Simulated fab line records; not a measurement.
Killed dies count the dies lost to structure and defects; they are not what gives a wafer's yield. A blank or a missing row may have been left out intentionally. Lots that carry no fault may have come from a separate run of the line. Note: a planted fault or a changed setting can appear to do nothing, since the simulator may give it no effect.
Matching of chambers :: flow gf180mcu :: GF_V4_CMP_04 on cmp-02: 4 sister chambers
The step polishes SiO2. 16 wafers are shown with their chamber, then 8 later ones without.

## WAFERS PAIRED WITH THEIR CHAMBERS
wafer: L606.3
chamber: 3
motor current A (A): 11.2
time to endpoint s (s): 83

wafer: L606.5
chamber: 3
motor current A (A): 11.0
time to endpoint s (s): 81

wafer: L606.6
chamber: 0
motor current A (A): 11.9
time to endpoint s (s): 81

wafer: L608.1
chamber: 3
motor current A (A): 11.0
time to endpoint s (s): 80

wafer: L608.3
chamber: 2
motor current A (A): 12.5
time to endpoint s (s): 77

wafer: L608.4
chamber: 1
motor current A (A): 11.2
time to endpoint s (s): 77

wafer: L616.1
chamber: 1
motor current A (A): 11.2
time to endpoint s (s): 77

wafer: L616.3
chamber: 2
motor current A (A): 13.3
time to endpoint s (s): 72

wafer: L616.6
chamber: 2
motor current A (A): 13.5
time to endpoint s (s): 76

wafer: L618.1
chamber: 1
motor current A (A): 11.4
time to endpoint s (s): 73

wafer: L618.3
chamber: 0
motor current A (A): 11.1
time to endpoint s (s): 74

wafer: L618.6
chamber: 3
motor current A (A): 10.4
time to endpoint s (s): 77

wafer: L619.3
chamber: 0
motor current A (A): 11.3
time to endpoint s (s): 74

wafer: L619.5
chamber: 0
motor current A (A): 11.5
time to endpoint s (s): 81

wafer: L619.6
chamber: 1
motor current A (A): 12.0
time to endpoint s (s): 78

wafer: L620.2
chamber: 2
motor current A (A): 13.2
time to endpoint s (s): 75

SIGNATURES (averages over the wafers above)
reading: motor current A
chamber 0: 11.450
chamber 1: 11.450
chamber 2: 13.125
chamber 3: 10.900
scatter within a chamber: 0.377

reading: time to endpoint s
chamber 0: 77.50
chamber 1: 76.25
chamber 2: 75.00
chamber 3: 80.25
scatter within a chamber: 2.84
Rule: a wafer's distance from a chamber is the root of the sum, over the readings, of the square of ((its reading less the chamber's mean) divided by the reading's scatter). The wafer belongs to the nearest chamber; if the next one is less than 2 further off, it can't be placed. How the scatter is found: for the shown wafers, subtract from each reading the mean of its chamber, square and add these, divide the total by (wafers less chambers), then take the root.

## WAFERS WITH NO CHAMBER GIVEN
wafer: L620.4
motor current A (A): 10.8
time to endpoint s (s): 77

wafer: L620.5
motor current A (A): 10.4
time to endpoint s (s): 89

wafer: L621.1
motor current A (A): 11.1
time to endpoint s (s): 69

wafer: L621.2
motor current A (A): 10.5
time to endpoint s (s): 73

wafer: L621.5
motor current A (A): 10.9
time to endpoint s (s): 77

wafer: L622.1
motor current A (A): 12.8
time to endpoint s (s): 84

wafer: L622.2
motor current A (A): 11.4
time to endpoint s (s): 70

wafer: L622.3
motor current A (A): 11.0
time to endpoint s (s): 78

## WHICH CHAMBER EACH ONE RAN IN
wafer: L620.4
from the rows above: can't be placed: 3 or 0 or 1
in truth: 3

wafer: L620.5
from the rows above: can't be placed: 3 or 0 or 1
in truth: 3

wafer: L621.1
from the rows above: can't be placed: 1 or 0 or 3
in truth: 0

wafer: L621.2
from the rows above: can't be placed: 1 or 3 or 0
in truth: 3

wafer: L621.5
from the rows above: can't be placed: 3 or 0 or 1
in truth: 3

wafer: L622.1
from the rows above: can't be placed: 2 or 0 or 1 or 3
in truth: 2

wafer: L622.2
from the rows above: can't be placed: 1 or 0 or 3
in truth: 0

wafer: L622.3
from the rows above: can't be placed: 3 or 0 or 1
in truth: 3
Placed correctly: 0 of 8. From these rows, 8 cannot be placed; in 8 the true chamber is one of the candidates. Number placed wrongly: 0.
